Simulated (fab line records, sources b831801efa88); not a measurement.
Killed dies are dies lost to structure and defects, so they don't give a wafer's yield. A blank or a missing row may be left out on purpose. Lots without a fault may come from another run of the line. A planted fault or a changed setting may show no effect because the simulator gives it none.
fab line records | flow sky130
record lots=7 wafers=21 last_day=49
route steps=708 shown LDD_HVP@288 LDD_LDN@289
lots that met no fault: from a run of the same line without faults
start_h: hours from the record's first day to the start of the lot's first wafer shown | wait_h: hours since the lot's step before | " the same as in the row above | L1.1+2: a row that stands for several wafers | - no value, or no start given | * or withheld: withheld | < > ~ a bound
route shown NAME@n: a module of which the file shows steps, and the number in the route of the first | usual: mean/standard deviation of fault-free wafers | same: alike in all rows | chamber/n: place in a boat | sites: the reading at each site | _std_site: their standard deviation | _edge_site: outer sites' mean less inner sites' | radius_mm: how far each site lies from the wafer's centre | mask NAME#n: copy n | behind: the tool/chamber that last shaped the wafer | hold: why the lot was held/for how many hours/how that ended | device: the transistor (n, p or np) that didn't switch | end of line: the same wafers' tests at the end of the route | a step without rows: its recipe alone | killed: dies lost to structure and defects at the first sort, not the wafer's yield | map: a wafer's dies, x killed, . not, _ none there
set.NAME: the setting as run; set.NAME@STEP: as run at that earlier step | model.NAME: the simulator's own value behind a step, which no gauge read
lots at some steps of the route; a table a step, a row a wafer
services: from which hour (start_h, from the record's first day; less than 0 if before it) a tool's chamber was out of use, for how many hours, and why
## steps
# step SKY_LDD_HVP_TW_MEAS_10
# usual LDD_HVP_TW=458.4/2.2
# columns lot.wafer tool chamber start_h wait_h LDD_HVP_TW
L838.1 film_metro-03 - 490.17 0.1 459.4
L838.5 " - " " 455.8
L838.6 " - " " 457.1
L846.2 film_metro-03 - 566.58 0.1 459.1
L846.3 " - " " 461.1
L846.4 " - " " 459.5
L851.2 film_metro-03 - 615.15 0.1 461.8
L851.3 " - " " 458.7
L851.4 " - " " 460.5
L852.3 film_metro-01 - 621.19 0.1 457.8
L852.5 " - " " 456.9
L852.6 " - " " 456.1
L853.3 film_metro-03 - 626.79 0.1 460.5
L853.4 " - " " 458.3
L853.5 " - " " 459.7
L857.1 film_metro-01 - 652.99 0.1 456.0
L857.2 " - " " 460.7
L857.3 " - " " 460.6
L859.2 film_metro-01 - 667.60 0.1 459.0
L859.3 " - " " 459.4
L859.5 " - " " 458.6
# step SKY_LDD_LDN_DEHYDRATE_00
# recipe temp_c=200 time_s=60
# step SKY_LDD_LDN_HMDS_01
# recipe prime_time_s=60 prime_temp_c=120
# step SKY_LDD_LDN_COAT_02
# recipe resist=NOVOLAK spin_rpm=3000 resist_thk_nm=1140
# step SKY_LDD_LDN_SOFTBAKE_03
# recipe temp_c=90 time_s=57.86 resist=NOVOLAK
# step SKY_LDD_LDN_EXPOSE_04
# recipe mask_id=LDNTM na=0.6 source_shape=conventional sigma_outer=0.6 polarization=unpolarized target_cd_nm=700 dose_mj=140
# step SKY_LDD_LDN_PEB_05
# recipe temp_c=withheld time_s=* resist=NOVOLAK
# step SKY_LDD_LDN_DEVELOP_06
# recipe resist=NOVOLAK developer=TMAH develop_time_s=60 dev_temp_c=23
# step SKY_LDD_LDN_OVL_MEAS_07
# usual LDD_LDN_OVL=-0.7/1.4
# columns lot.wafer tool chamber start_h wait_h LDD_LDN_OVL[nm]
L838.1 overlay-01 - 520.73 0.1 -0.9
L838.5 " - " " -1.7
L838.6 " - " " 0.6
L846.2 overlay-01 - 595.14 0.1 -2.1
L846.3 " - " " -1.8
L846.4 " - " " -1.1
L851.2 overlay-02 - 643.87 0.1 -0.8
L851.3 " - " " -1.1
L851.4 " - " " -0.3
L852.3 overlay-02 - 649.65 0.1 0.1
L852.5 " - " " -0.3
L852.6 " - " " 2.0
L853.3 overlay-01 - 654.95 0.1 1.1
L853.4 " - " " -2.2
L853.5 " - " " -1.3
L857.1 overlay-01 - 680.59 0.1 2.2
L857.2 " - " " 0.2
L857.3 " - " " 0.5
L859.2 overlay-02 - 694.72 0.1 -1.1
L859.3 " - " " -0.1
L859.5 " - " " -2.5
# step SKY_LDD_LDN_IMPLANT_08
# recipe species=As energy_kev=15 dose_cm2=1.25e+13 tilt_deg=withheld rotation_deg=23
# step SKY_LDD_LDN_IMPLANT_09
# recipe species=As energy_kev=15 dose_cm2=1.25e+13 tilt_deg=withheld rotation_deg=113
# step SKY_LDD_LDN_IMPLANT_10
# recipe species=As energy_kev=15 dose_cm2=1.25e+13 tilt_deg=withheld rotation_deg=203
# step SKY_LDD_LDN_IMPLANT_11
# recipe species=As energy_kev=15 dose_cm2=1.25e+13 tilt_deg=withheld rotation_deg=293
# usual beam_energy_keV=15.000/0.0049 beam_on_s=10.01/0.21 faraday_current_uA=70.4/1.5
# columns lot.wafer tool chamber start_h wait_h beam_energy_keV beam_on_s faraday_current_uA
L838.1 implanter-02 0 521.22 0.1 14.996 9.74 72.0
L838.5 " 0 " " 15.002 9.94 70.8
L838.6 " 0 " " 14.999 9.95 70.4
L846.2 implanter-03 0 595.65 0.1 15.003 10.13 69.3
L846.3 " 0 " " 15.000 9.93 71.3
L846.4 " 0 " " 14.992 10.01 70.5
L851.2 implanter-02 - 644.38 0.1 - - -
L851.3 " - " " - - -
L851.4 " - " " - - -
L852.3 implanter-03 - 650.17 0.1 - - -
L852.5 " - " " - - -
L852.6 " - " " - - -
L853.3 implanter-02 - 655.47 0.1 - - -
L853.4 " - " " - - -
L853.5 " - " " - - -
L857.1 implanter-03 0 681.07 0.1 15.003 10.25 68.6
L857.2 " 0 " " 15.001 9.75 72.3
L857.3 " 0 " " 15.004 9.75 72.3
L859.2 implanter-03 0 695.23 0.1 15.010 10.32 68.5
L859.3 " 0 " " 15.005 10.21 68.9
L859.5 " 0 " " 15.002 9.84 71.5
# step SKY_LDD_LDN_STRIP_12
# recipe chemistry=O2/N2 power_w=1400 pressure_mtorr=1500 platen_temp_c=withheld o2_flow_sccm=3000 n2_flow_sccm=300 overash_fraction=0.5
# usual drypump_motor_current_A=5.56/0.27 oes_product_au=0.715/0.0048 strip_time_to_endpoint_s=14.19/0.041
# columns lot.wafer tool chamber start_h wait_h drypump_motor_current_A oes_product_au rf_hours_counter_h strip_time_to_endpoint_s
L838.1 plasma_asher-03 0 521.37 0.1 5.64 0.716 9 14.14
L838.5 " 0 " " 5.65 0.722 - 14.11
L838.6 " 1 " " 5.13 0.718 - 14.12
L846.2 plasma_asher-03 0 595.77 0.1 5.64 0.713 17 14.22
L846.3 " 0 " " 5.65 0.714 - 14.27
L846.4 " 1 " " 5.13 0.712 - 14.19
L851.2 plasma_asher-02 0 644.50 0.1 5.73 0.717 86 14.21
L851.3 " 1 " " 5.46 0.715 - 14.21
L851.4 " 0 " " 5.73 0.719 - 14.20
L852.3 plasma_asher-01 1 650.31 0.1 5.41 0.719 - 14.13
L852.5 " 0 " " 6.01 0.723 - 14.10
L852.6 " 1 " " 5.41 0.715 - 14.15
L853.3 plasma_asher-02 1 655.61 0.1 5.46 0.719 - 14.18
L853.4 " 0 " " 5.72 0.717 - 14.19
L853.5 " 0 " " 5.73 0.715 - 14.12
L857.1 plasma_asher-03 0 681.22 0.1 5.62 0.708 25 14.14
L857.2 " 1 " " 5.16 0.707 25 14.13
L857.3 " 0 " " 5.61 0.720 - 14.12
L859.2 plasma_asher-02 0 695.35 0.1 5.70 0.721 91 14.20
L859.3 " 0 " " 5.71 0.710 - 14.20
L859.5 " 1 " " 5.48 0.721 - 14.18
# step SKY_LDD_LDN_TW_MEAS_13
# usual LDD_LDN_TW=1483/11
# columns lot.wafer tool chamber start_h wait_h hold LDD_LDN_TW
L838.1 film_metro-01 - 521.47 0.1 - 1492
L838.5 " - " " - 1490
L838.6 " - " " - 1497
L846.2 film_metro-02 - 595.88 0.1 - 1468
L846.3 " - " " - 1460
L846.4 " - " " - 1459
L851.2 film_metro-01 - 644.61 0.1 await_dispo/0.2h/release 1363
L851.3 " - " " await_dispo/0.2h/release 1359
L851.4 " - " " await_dispo/0.2h/release 1363
L851.2 film_metro-01 - 644.84 0.2 - 1362
L851.3 " - " " - 1355
L851.4 " - " " - 1354
L852.3 film_metro-03 - 650.39 0.1 await_dispo/0.2h/release 1377
L852.5 " - " " await_dispo/0.2h/release 1371
L852.6 " - " " await_dispo/0.2h/release 1380
L852.3 film_metro-03 - 650.62 0.2 - 1371
L852.5 " - " " - 1371
L852.6 " - " " - 1369
L853.3 film_metro-02 - 655.69 0.1 await_dispo/0.2h/release 1358
L853.4 " - " " await_dispo/0.2h/release 1357
L853.5 " - " " await_dispo/0.2h/release 1353
L853.3 film_metro-02 - 655.92 0.2 - 1348
L853.4 " - " " - 1350
L853.5 " - " " - 1355
L857.1 film_metro-02 - 681.32 0.1 - 1466
L857.2 " - " " - 1467
L857.3 " - " " - 1468
L859.2 film_metro-03 - 695.46 0.1 - 1501
L859.3 " - " " - 1499
L859.5 " - " " - 1500
## services
# columns tool chamber start_h hours kind
plasma_asher-02 - 520.88 7.9 repair
plasma_asher-03 - 527.54 0.8 repair
implanter-02 - 529.64 3.6 repair
implanter-03 - 560.71 4.0 pm
implanter-02 - 566.79 3.7 repair
implanter-02 - 588.57 4.5 repair
implanter-02 - 594.64 7.0 repair
implanter-03 - 596.22 2.2 repair
plasma_asher-03 - 656.28 3.9 repair
plasma_asher-03 - 664.84 1.9 repair
plasma_asher-02 - 680.47 2.7 repair
plasma_asher-03 - 693.33 40.2 pm
## key
first_sign step=SKY_LDD_LDN_IMPLANT_11 reading=tool_record direction=missing
effect step=SKY_LDD_LDN_TW_MEAS_13 reading=visit direction=added
effect step=SKY_LDD_LDN_TW_MEAS_13 reading=LDD_LDN_TW direction=down sigmas=11 usual=1483 struck=1365
met_at SKY_LDD_LDN_IMPLANT_11
struck_wafers L851.2,L851.3,L851.4,L852.3,L852.5,L852.6,L853.3,L853.4,L853.5
later_rows_left_out L851.2,L851.3,L851.4,L852.3,L852.5,L852.6,L853.3,L853.4,L853.5
sort_left_out L851.2,L851.3,L851.4,L852.3,L852.5,L852.6,L853.3,L853.4,L853.5
tester_left_out L851,L852,L853
onset_between 595.65 644.38
fault kind=skipped_step_whole tool=implanter-02,implanter-03 chamber=- onset_h=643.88 steps=SKY_LDD_LDN_IMPLANT_11 scope=struck_lots_only
# tester_left_out: of these lots the tester's yield and bins aren't shown, on N5 and GAA mostly nor the transistor test; their killed dies are dies lost to structure and defects alone, not to doping, threshold or leakage, so they don't give the yield
# sort_left_out: the simulated sort isn't trusted on such a fault, so these wafers' sort isn't shown, and their yield isn't known
# later_rows_left_out: the simulator's readings of these wafers behind a module that went badly wrong aren't trusted and aren't shown, but for the sort
